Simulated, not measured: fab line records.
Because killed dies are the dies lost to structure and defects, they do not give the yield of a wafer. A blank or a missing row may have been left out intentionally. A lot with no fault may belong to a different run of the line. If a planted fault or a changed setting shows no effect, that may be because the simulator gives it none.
Which tool did it? -- flow sky130 -- 7 lots, 21 wafers sampled, at 2 steps of a route of 708

WHAT THE GAUGES READ, wafer by wafer
SKY_VT_ADJUST_LVTN_TW_MEAS_10.
lot,measured,on,VT_ADJUST_LVTN_TW
L370,day 7 02:34,film_metro-02,245.2 244.2 243.0
L372,day 7 16:25,film_metro-03,241.9 242.0 241.6
L374,day 8 12:25,film_metro-03,241.9 241.6 244.0
L376,day 8 17:58,film_metro-02,244.3 243.7 245.2
L378,day 9 10:56,film_metro-02,299.4 298.5 298.7
L386,day 11 08:53,film_metro-03,241.2 240.9 242.0
L389,day 12 04:38,film_metro-02,245.1 245.1 244.6

WHICH TOOL RAN EACH LOT (tool, then ch and the chambers of the sampled wafers, then the start)
lot,SKY_VT_ADJUST_LVTN_IMPLANT_08
L370,"implanter-01 ch 0, day 7 02:20"
L372,"implanter-03 ch 0, day 7 16:10"
L374,"implanter-01 ch 0, day 8 12:11"
L376,"implanter-04 ch 0, day 8 17:43"
L378,"implanter-04 ch 0, day 9 10:23"
L386,"implanter-04 ch 0, day 11 08:40"
L389,"implanter-03 ch 0, day 12 04:23"
- SKY_VT_ADJUST_LVTN_IMPLANT_08

THE ANSWER, worked out from the rows above alone
Rule: the usual values come from the lots themselves. Put in order of their means at a reading, lots are off if they are a third of the lots or fewer, leave a main group of 4 or more, and stand apart from it by a gap of 3 or more times the standard deviation of the main group's means; of several such gaps the widest counts. The tables above print the reading to a certain number of digits; a main group whose means all agree to those digits is not used. Also off: a lot with no number at a reading for which 4 or more lots have one. The other lots that the step has rows for count as sound.
Off: L378, at SKY_VT_ADJUST_LVTN_TW_MEAS_10 (VT_ADJUST_LVTN_TW). The main group: mean 243.2, standard deviation 1.4.
A tool fits if, at a process step before that reading, it ran every lot that is off, and no sound lot after the first of them. Those tools and the gauges at SKY_VT_ADJUST_LVTN_TW_MEAS_10 are tried in the same way. None of those tried fits.

WHAT THE SIMULATOR HAD INSERTED
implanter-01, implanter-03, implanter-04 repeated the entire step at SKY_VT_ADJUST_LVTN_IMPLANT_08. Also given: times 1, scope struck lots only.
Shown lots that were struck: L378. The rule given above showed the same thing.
